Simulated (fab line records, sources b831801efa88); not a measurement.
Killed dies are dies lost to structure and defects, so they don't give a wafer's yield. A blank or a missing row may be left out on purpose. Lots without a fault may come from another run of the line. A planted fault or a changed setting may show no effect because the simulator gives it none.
A struck lot beside a sound one | flow sky130 | 21 steps out of a route of 708
Sound: wafers L330.3, L330.4, L330.6. Struck: wafers L321.1, L321.3, L321.5. The cause comes at the end.
At each step with rows: each side's tool, then ch and its chambers, then its first start. Under that, the readings that differ: sound wafers | struck wafers | difference of the means | sigmas: that difference in standard deviations of wafers without a fault.
alike: readings whose means differ by less than 2 such deviations, and words and numbers that are the same on both sides. not compared: withheld readings, readings that some wafer has no value for, bounds like >300 that may hide the same value, and numbers for which the record gives no deviation and whose values overlap.
The two part at a step that has a row with sigmas, a row that says differs or no value, or rows on one side only. Numbers that don't overlap but have no deviation are shown without sigmas and don't part them. A reading that every wafer of one side lacks parts them only if that side has two wafers or more.

first, 3 steps without rows for these wafers: SKY_VT_ADJUST_HVTP_EXPOSE_04 (exposes mask HVTPM, target cd 380 nm); SKY_VT_ADJUST_HVTP_PEB_05; SKY_VT_ADJUST_HVTP_DEVELOP_06 (develop time 60 s).
SKY_VT_ADJUST_HVTP_CD_MEAS_07: target cd 380 nm.
  sound on cd_sem-02, day 9 17:35; struck on cd_sem-01, day 6 20:20
  alike: cd_nm
SKY_VT_ADJUST_HVTP_OVL_MEAS_08:
  sound on overlay-01, day 9 17:40; struck on overlay-02, day 6 20:27
  alike: VT_ADJUST_HVTP_OVL
then, 1 step without rows for these wafers: SKY_VT_ADJUST_HVTP_IMPLANT_09.
SKY_VT_ADJUST_HVTP_STRIP_10: strips in O2/N2.
  sound on plasma_asher-03 ch 0,1, day 9 17:53; struck on plasma_asher-03 ch 0,1, day 6 20:38
  alike: drypump_motor_current_A, oes_product_au, strip_time_to_endpoint_s
  not compared: rf_hours_counter_h
SKY_VT_ADJUST_HVTP_TW_MEAS_11:
  sound on film_metro-03, day 9 17:58; struck on film_metro-01, day 6 20:44
  alike: VT_ADJUST_HVTP_TW
then, 4 steps without rows for these wafers: SKY_VT_ADJUST_LVTN_DEHYDRATE_00 (time 60 s); SKY_VT_ADJUST_LVTN_HMDS_01 (prime time 60 s); SKY_VT_ADJUST_LVTN_COAT_02 (resist thk 3000 nm); SKY_VT_ADJUST_LVTN_SOFTBAKE_03.
SKY_VT_ADJUST_LVTN_EXPOSE_04: exposes mask NWM COMPLEMENT LESS NATIVE, target cd 840 nm.
  sound on iline_stepper-02 ch 0, day 10 04:32; struck on iline_stepper-02 ch 0, day 7 07:05
  reading | sound                                                                                  | struck                  | difference | sigmas
  mask    | NWM_COMPLEMENT_LESS_NATIVE#0 NWM_COMPLEMENT_LESS_NATIVE#0 NWM_COMPLEMENT_LESS_NATIVE#0 | HVTPM#0 HVTPM#0 HVTPM#0 | differs    |
then, 2 steps without rows for these wafers: SKY_VT_ADJUST_LVTN_PEB_05; SKY_VT_ADJUST_LVTN_DEVELOP_06 (develop time 60 s).
SKY_VT_ADJUST_LVTN_OVL_MEAS_07:
  sound on overlay-02, day 10 15:51; struck on overlay-02, day 7 16:20
  reading                 | sound        | struck | difference                    | sigmas
  VT_ADJUST_LVTN_OVL (nm) | -0.8 1.0 0.5 | - - -  | no value on the struck wafers |
then, 1 step without rows for these wafers: SKY_VT_ADJUST_LVTN_IMPLANT_08.
SKY_VT_ADJUST_LVTN_STRIP_09: strips in O2/N2.
  sound on plasma_asher-01 ch 0,1, day 10 16:04; struck on plasma_asher-02 ch 0, day 7 16:31
  alike: drypump_motor_current_A, oes_product_au, strip_time_to_endpoint_s
  not compared: rf_hours_counter_h
SKY_VT_ADJUST_LVTN_TW_MEAS_10:
  sound on film_metro-04, day 10 16:09; struck on film_metro-01, day 7 16:37
  reading           | sound             | struck         | difference | sigmas
  VT_ADJUST_LVTN_TW | 241.2 241.4 241.8 | 30.0 30.3 30.3 | -211.3     | -99 or more
then, 1 step without rows for these wafers: SKY_VT_ADJUST_LVTN_DEHYDRATE_11 (time 60 s).
-- the record jumps here: 39 days lie between the struck wafers' starts before and after (it left off in module VT_ADJUST_LVTN and takes up again in module PAD_OPEN, whose first step shown is number 708 of the route) --
SKY_PAD_OPEN_PROBE_99:
  sound on prober-02, day 49 02:29; struck on prober-01, day 46 18:08
  reading                                   | sound             | struck            | difference | sigmas
  killed_at_front_end                       | 19 14 12          | 407 425 422       | +403       | +94
  killed_dies                               | 76 73 95          | 492 492 492       | +411       | +41
  killed_on_rim                             | 14 6 19           | 96 96 96          | +83        | +20
  model.etest.tip_p.rs_ohm_sq               | 7014 7007 7012    | 6326 6299 6317    | -697       |
  model.etest.pfet_01v8.r_on_ohm_um         | 2892 2933 2908    | 2679 2727 2714    | -204       |
  model.etest.nfet_01v8_lvt.drive_ua_um     | 578.2 570.5 575.1 | 619.4 606.7 623   | +41.8      |
  model.etest.nfet_01v8_turned.drive_ua_um  | 497.9 499.3 499.9 | 534.1 521.5 526.3 | +28.3      |
  model.etest.nfet_01v8_swapped.drive_ua_um | 499.8 506.4 505.1 | 528.1 516.6 526.1 | +19.8      |
  model.etest.nfet_01v8.drive_ua_um         | 502.8 501.9 500.3 | 531 517.2 526.4   | +23        |
  model.etest.pfet_01v8.drive_ua_um         | 191.2 186.8 189.9 | 224.9 219.5 219.5 | +32.0      |
  model.etest.pfet_01v8_mvt.drive_ua_um     | 149.2 146.9 148.3 | 183.8 180.5 180.3 | +33.4      |
  alike: killed_at_M0_to_M3, killed_at_M4_up, killed_at_contacts, killed_at_other, killed_open, killed_short

WHERE THEY PART
First at SKY_VT_ADJUST_LVTN_EXPOSE_04; last, within this record, at SKY_PAD_OPEN_PROBE_99.

WHY: what the simulator had put in
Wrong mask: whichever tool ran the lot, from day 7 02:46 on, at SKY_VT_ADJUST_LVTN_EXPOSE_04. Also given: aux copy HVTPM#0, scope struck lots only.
